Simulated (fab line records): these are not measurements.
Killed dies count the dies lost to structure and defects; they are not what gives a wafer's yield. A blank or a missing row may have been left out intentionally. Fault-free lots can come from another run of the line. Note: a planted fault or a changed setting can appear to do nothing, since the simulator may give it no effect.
What tool caused it? :: flow gf180mcu :: 34 wafers from 12 lots sampled at 5 of the route's 602 steps

## WHAT EACH GAUGE READ, for each wafer
GF_STI_THK_MEAS_04. Usual: STI_CVD_03_THK gives 208.2 nm (standard deviation 2).
lot: L872
measured: day 1 13:34
on: film-metro-04
STI_CVD_03_THK (nm): 205.1 204.1
flag: 

lot: L874
measured: day 2 00:10
on: film-metro-02
STI_CVD_03_THK (nm): 207.3 207.9 208.2
flag: 

lot: L875
measured: day 2 04:34
on: film-metro-04
STI_CVD_03_THK (nm): 207.0 207.7 209.3
flag: 

lot: L876
measured: day 2 11:22
on: film-metro-02
STI_CVD_03_THK (nm): 211.3 212.0 212.4
flag: 

lot: L877
measured: day 2 14:34
on: film-metro-02
STI_CVD_03_THK (nm): 206.6 205.6 208.2
flag: 

lot: L883
measured: day 3 20:34
on: film-metro-04
STI_CVD_03_THK (nm): 208.5 205.4 206.8
flag: 

lot: L884
measured: day 4 02:53
on: film-metro-01
STI_CVD_03_THK (nm): 223.2 216.0 207.8
flag: OFF

lot: L887
measured: day 4 16:34
on: film-metro-01
STI_CVD_03_THK (nm): 230.1 233.0 230.8
flag: OFF

lot: L890
measured: day 5 07:34
on: film-metro-04
STI_CVD_03_THK (nm): 207.8 207.8 208.5
flag: 

lot: L891
measured: day 5 12:34
on: film-metro-04
STI_CVD_03_THK (nm): 211.2 211.2 211.7
flag: 

lot: L892
measured: day 5 17:34
on: film-metro-01
STI_CVD_03_THK (nm): 210.7 210.9
flag: 

lot: L895
measured: day 6 08:53
on: film-metro-02
STI_CVD_03_THK (nm): 205.0 205.5 205.2
flag: 

GF_STI_THK_MEAS_22. Usual: STI_OXIDATION_01_THK gives 15.03 nm (standard deviation 0.29).
lot: L872
measured: day 2 03:17
on: film-metro-04
STI_OXIDATION_01_THK (nm): 15.19 15.11
flag: 

lot: L874
measured: day 2 14:37
on: film-metro-04
STI_OXIDATION_01_THK (nm): 15.13 15.17 15.19
flag: 

lot: L875
measured: day 2 18:41
on: film-metro-01
STI_OXIDATION_01_THK (nm): 15.27 15.66 15.38
flag: 

lot: L876
measured: day 3 01:32
on: film-metro-04
STI_OXIDATION_01_THK (nm): 14.91 15.02 15.15
flag: 

lot: L877
measured: day 3 05:28
on: film-metro-01
STI_OXIDATION_01_THK (nm): 15.17 15.10 15.43
flag: 

lot: L883
measured: day 4 12:53
on: film-metro-04
STI_OXIDATION_01_THK (nm): 14.25 14.32 14.49
flag: 

lot: L884
measured: day 4 18:16
on: film-metro-01
STI_OXIDATION_01_THK (nm): 14.35 14.31 14.54
flag: 

lot: L887
measured: day 5 08:13
on: film-metro-01
STI_OXIDATION_01_THK (nm): 15.13 15.00 15.24
flag: 

lot: L890
measured: day 6 00:25
on: film-metro-04
STI_OXIDATION_01_THK (nm): 15.58 15.22 15.08
flag: 

lot: L891
measured: day 6 05:25
on: film-metro-01
STI_OXIDATION_01_THK (nm): 15.02 15.17 15.07
flag: 

lot: L892
measured: day 6 10:19
on: film-metro-01
STI_OXIDATION_01_THK (nm): 15.01 14.92
flag: 

lot: L895
measured: day 7 01:26
on: film-metro-04
STI_OXIDATION_01_THK (nm): 14.86 15.02 14.98
flag: 

GF_DUAL_GATE_THK_MEAS_03. Usual: DUAL_GATE_OXIDATION_00_THK gives 10.87 nm (standard deviation 0.21).
lot: L872
measured: day 7 18:41
on: film-metro-01
DUAL_GATE_OXIDATION_00_THK (nm): 10.91 10.74
flag: 

lot: L874
measured: day 8 06:02
on: film-metro-04
DUAL_GATE_OXIDATION_00_THK (nm): 10.91 10.86 10.91
flag: 

lot: L875
measured: day 8 11:56
on: film-metro-01
DUAL_GATE_OXIDATION_00_THK (nm): 10.34 10.65 10.59
flag: 

lot: L876
measured: day 8 20:56
on: film-metro-04
DUAL_GATE_OXIDATION_00_THK (nm): 10.94 10.95 10.72
flag: 

lot: L877
measured: day 9 01:17
on: film-metro-02
DUAL_GATE_OXIDATION_00_THK (nm): 10.64 10.70 10.71
flag: 

lot: L883
measured: day 10 19:18
on: film-metro-01
DUAL_GATE_OXIDATION_00_THK (nm): 11.01 10.95 10.78
flag: 

lot: L884
measured: day 11 01:16
on: film-metro-01
DUAL_GATE_OXIDATION_00_THK (nm): 10.87 10.94 11.02
flag: 

lot: L887
measured: day 11 20:28
on: film-metro-01
DUAL_GATE_OXIDATION_00_THK (nm): 10.87 10.83 10.96
flag: 

lot: L890
measured: day 12 19:10
on: film-metro-02
DUAL_GATE_OXIDATION_00_THK (nm): 11.38 11.20 11.30
flag: 

lot: L891
measured: day 12 23:58
on: film-metro-04
DUAL_GATE_OXIDATION_00_THK (nm): 10.91 10.83 10.95
flag: 

lot: L892
measured: day 13 06:41
on: film-metro-01
DUAL_GATE_OXIDATION_00_THK (nm): 10.58 10.36
flag: 

lot: L895
measured: day 14 02:46
on: film-metro-01
DUAL_GATE_OXIDATION_00_THK (nm): 11.30 11.04 11.24
flag: 

## WHAT TOOL EACH LOT RAN ON (gives the tool, then ch and the chambers of the sampled wafers, and finally the start)
lot: L872
GF_STI_CVD_03: lpcvd-01 ch 1, day 1 11:34
GF_STI_ETCH_13: rie-diel-03 ch 0,3, day 2 00:32

lot: L874
GF_STI_CVD_03: lpcvd-02 ch 0, day 1 22:09
GF_STI_ETCH_13: rie-diel-03 ch 0,2,3, day 2 12:50

lot: L875
GF_STI_CVD_03: lpcvd-02 ch 0, day 2 02:34
GF_STI_ETCH_13: rie-diel-03 ch 2,3, day 2 16:56

lot: L876
GF_STI_CVD_03: lpcvd-02 ch 0, day 2 08:23
GF_STI_ETCH_13: rie-diel-03 ch 0,2,3, day 2 23:47

lot: L877
GF_STI_CVD_03: lpcvd-01 ch 0, day 2 12:34
GF_STI_ETCH_13: rie-diel-01 ch 0,1,2, day 3 03:44

lot: L883
GF_STI_CVD_03: lpcvd-01 ch 1, day 3 18:34
GF_STI_ETCH_13: rie-diel-02 ch 2,3, day 4 10:23

lot: L884
GF_STI_CVD_03: lpcvd-01 ch 0, day 3 23:55
GF_STI_ETCH_13: rie-diel-01 ch 0,1,2, day 4 16:32

lot: L887
GF_STI_CVD_03: lpcvd-01 ch 1, day 4 14:34
GF_STI_ETCH_13: rie-diel-01 ch 1,2,3, day 5 06:29

lot: L890
GF_STI_CVD_03: lpcvd-02 ch 0, day 5 05:34
GF_STI_ETCH_13: rie-diel-03 ch 1,2, day 5 22:32

lot: L891
GF_STI_CVD_03: lpcvd-02 ch 0, day 5 10:34
GF_STI_ETCH_13: rie-diel-02 ch 1,2,3, day 6 03:23

lot: L892
GF_STI_CVD_03: lpcvd-02 ch 1, day 5 15:34
GF_STI_ETCH_13: rie-diel-03 ch 0,1, day 6 08:35

lot: L895
GF_STI_CVD_03: lpcvd-02 ch 0, day 6 06:52
GF_STI_ETCH_13: rie-diel-01 ch 0,1, day 6 23:41
- GF_STI_CVD_03: deposits Si3N4 from DCS/NH3, target thk 207.16 nm, time 3551 s.
- GF_STI_ETCH_13: etches the open film in CHF3/O2, stops on Si, target depth 282.31 nm, time 112.9 s.

## AS READ BY THE TOOLS THEMSELVES (means over the sampled wafers that have a number; for cases with no such wafer, the mark the record gives instead)
GF_STI_CVD_03. Usual: pressure-mtorr 249.9 mTorr, standard deviation 0.49; spike-tc-bottom-C 790 C, standard deviation 4.4; spike-tc-centre-C 770.5 C, standard deviation 1.1; spike-tc-lower-C 770.5 C, standard deviation 0.89; zone-power-centre-pct 13.3 %, standard deviation 1.3.
lot: L872
tool: lpcvd-01
pressure-mtorr (mTorr): 250.2
spike-tc-bottom-C (C): 794
spike-tc-centre-C (C): 770.9
spike-tc-lower-C (C): 770.6
zone-power-centre-pct (%): 12.9
flag: 

lot: L874
tool: lpcvd-02
pressure-mtorr (mTorr): 250.0
spike-tc-bottom-C (C): 785
spike-tc-centre-C (C): 770.3
spike-tc-lower-C (C): 771.4
zone-power-centre-pct (%): 12.4
flag: 

lot: L875
tool: lpcvd-02
pressure-mtorr (mTorr): 250.1
spike-tc-bottom-C (C): 785
spike-tc-centre-C (C): 770.7
spike-tc-lower-C (C): 769.6
zone-power-centre-pct (%): 12.3
flag: 

lot: L876
tool: lpcvd-02
pressure-mtorr (mTorr): 250.0
spike-tc-bottom-C (C): 784
spike-tc-centre-C (C): 771.1
spike-tc-lower-C (C): 770.6
zone-power-centre-pct (%): 12.5
flag: 

lot: L877
tool: lpcvd-01
pressure-mtorr (mTorr): 250.2
spike-tc-bottom-C (C): 795
spike-tc-centre-C (C): 770.1
spike-tc-lower-C (C): 770.3
zone-power-centre-pct (%): 16.0
flag: 

lot: L883
tool: lpcvd-01
pressure-mtorr (mTorr): 249.3
spike-tc-bottom-C (C): 794
spike-tc-centre-C (C): 771.8
spike-tc-lower-C (C): 771.4
zone-power-centre-pct (%): 13.0
flag: 

lot: L884
tool: lpcvd-01
pressure-mtorr (mTorr): 249.7
spike-tc-bottom-C (C): 797
spike-tc-centre-C (C): 783.9
spike-tc-lower-C (C): 768.7
zone-power-centre-pct (%): 20.5
flag: OFF

lot: L887
tool: lpcvd-01
pressure-mtorr (mTorr): 249.1
spike-tc-bottom-C (C): 794
spike-tc-centre-C (C): 785.0
spike-tc-lower-C (C): 769.7
zone-power-centre-pct (%): 16.4
flag: OFF

lot: L890
tool: lpcvd-02
pressure-mtorr (mTorr): 250.1
spike-tc-bottom-C (C): 785
spike-tc-centre-C (C): 770.5
spike-tc-lower-C (C): 770.7
zone-power-centre-pct (%): 12.5
flag: 

lot: L891
tool: lpcvd-02
pressure-mtorr (mTorr): 249.8
spike-tc-bottom-C (C): 786
spike-tc-centre-C (C): 771.2
spike-tc-lower-C (C): 771.0
zone-power-centre-pct (%): 12.4
flag: 

lot: L892
tool: lpcvd-02
pressure-mtorr (mTorr): 249.9
spike-tc-bottom-C (C): 790
spike-tc-centre-C (C): 769.5
spike-tc-lower-C (C): 770.8
zone-power-centre-pct (%): 13.1
flag: 

lot: L895
tool: lpcvd-02
pressure-mtorr (mTorr): 250.4
spike-tc-bottom-C (C): 784
spike-tc-centre-C (C): 768.9
spike-tc-lower-C (C): 770.6
zone-power-centre-pct (%): 12.5
flag: 

GF_STI_ETCH_13. Usual: drypump-motor-current-A 5.7 A, standard deviation 0.38; oes-product-au 0.835 a.u., standard deviation 0.0063; throttle-valve-pct 8.811 %, standard deviation 0.0093.
lot: L872
tool: rie-diel-03
drypump-motor-current-A (A): 5.9
oes-product-au (a.u.): 0.827
throttle-valve-pct (%): 8.810
flag: 

lot: L874
tool: rie-diel-03
drypump-motor-current-A (A): 5.6
oes-product-au (a.u.): 0.832
throttle-valve-pct (%): 8.798
flag: 

lot: L875
tool: rie-diel-03
drypump-motor-current-A (A): 5.8
oes-product-au (a.u.): 0.829
throttle-valve-pct (%): 8.821
flag: 

lot: L876
tool: rie-diel-03
drypump-motor-current-A (A): 5.6
oes-product-au (a.u.): 0.845
throttle-valve-pct (%): 8.809
flag: 

lot: L877
tool: rie-diel-01
drypump-motor-current-A (A): 5.5
oes-product-au (a.u.): 0.834
throttle-valve-pct (%): 8.811
flag: 

lot: L883
tool: rie-diel-02
drypump-motor-current-A (A): 6.0
oes-product-au (a.u.): 0.832
throttle-valve-pct (%): 8.807
flag: 

lot: L884
tool: rie-diel-01
drypump-motor-current-A (A): 5.5
oes-product-au (a.u.): 0.853
throttle-valve-pct (%): 8.820
flag: 

lot: L887
tool: rie-diel-01
drypump-motor-current-A (A): 5.7
oes-product-au (a.u.): 0.886
throttle-valve-pct (%): 8.830
flag: OFF

lot: L890
tool: rie-diel-03
drypump-motor-current-A (A): 5.3
oes-product-au (a.u.): 0.838
throttle-valve-pct (%): 8.815
flag: 

lot: L891
tool: rie-diel-02
drypump-motor-current-A (A): 5.9
oes-product-au (a.u.): 0.839
throttle-valve-pct (%): 8.814
flag: 

lot: L892
tool: rie-diel-03
drypump-motor-current-A (A): 5.5
oes-product-au (a.u.): 0.839
throttle-valve-pct (%): 8.818
flag: 

lot: L895
tool: rie-diel-01
drypump-motor-current-A (A): 5.3
oes-product-au (a.u.): 0.829
throttle-valve-pct (%): 8.815
flag: 

## THE ANSWER, worked out from the rows above alone
Rule: a lot is off if the mean of its wafers that have a number lies more than 3 standard deviations from the usual mean. Also off: a lot with no number at a reading for which 4 or more lots have one. Any other lot the step has rows for is counted as sound. Order of review: gauges by route order, followed by the tools' own readings, for which a lot's mean as printed above is used. The first step at which some lot is off is used, and at that step the reading that is off furthest; a lot without a number counts as furthest.
Off: L884, L887, at GF_STI_THK_MEAS_04 (STI_CVD_03_THK).
A tool fits if, at a process step before that reading, it ran every lot that is off, and no sound lot after the first of them. The gauges at GF_STI_THK_MEAS_04 aren't tried: what is off there is off at GF_STI_CVD_03 too, on other tools, and a gauge's error can't cause that. One candidate fits, namely lpcvd-01 at GF_STI_CVD_03. A fault onset in the window from L883 (day 3 18:34, its last sound lot) to L884 (day 3 23:55, its first lot off) fits.
The tool's own readings at GF_STI_CVD_03 bear it out: on the lots that are off they differ by more than 5 times the standard deviation of the sound lots' means. spike-tc-centre-C reads 784.5 C there against 770.5 C on the sound lots; zone-power-centre-pct reads 18.4 % there against 13.0 % on the sound lots.

## WHAT THE SIMULATOR HAD INSERTED
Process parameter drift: lpcvd-01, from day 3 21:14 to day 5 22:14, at GF_STI_CVD_03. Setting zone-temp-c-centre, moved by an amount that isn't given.
Lots struck among those shown: L884, L887. The same result came from the rule above.
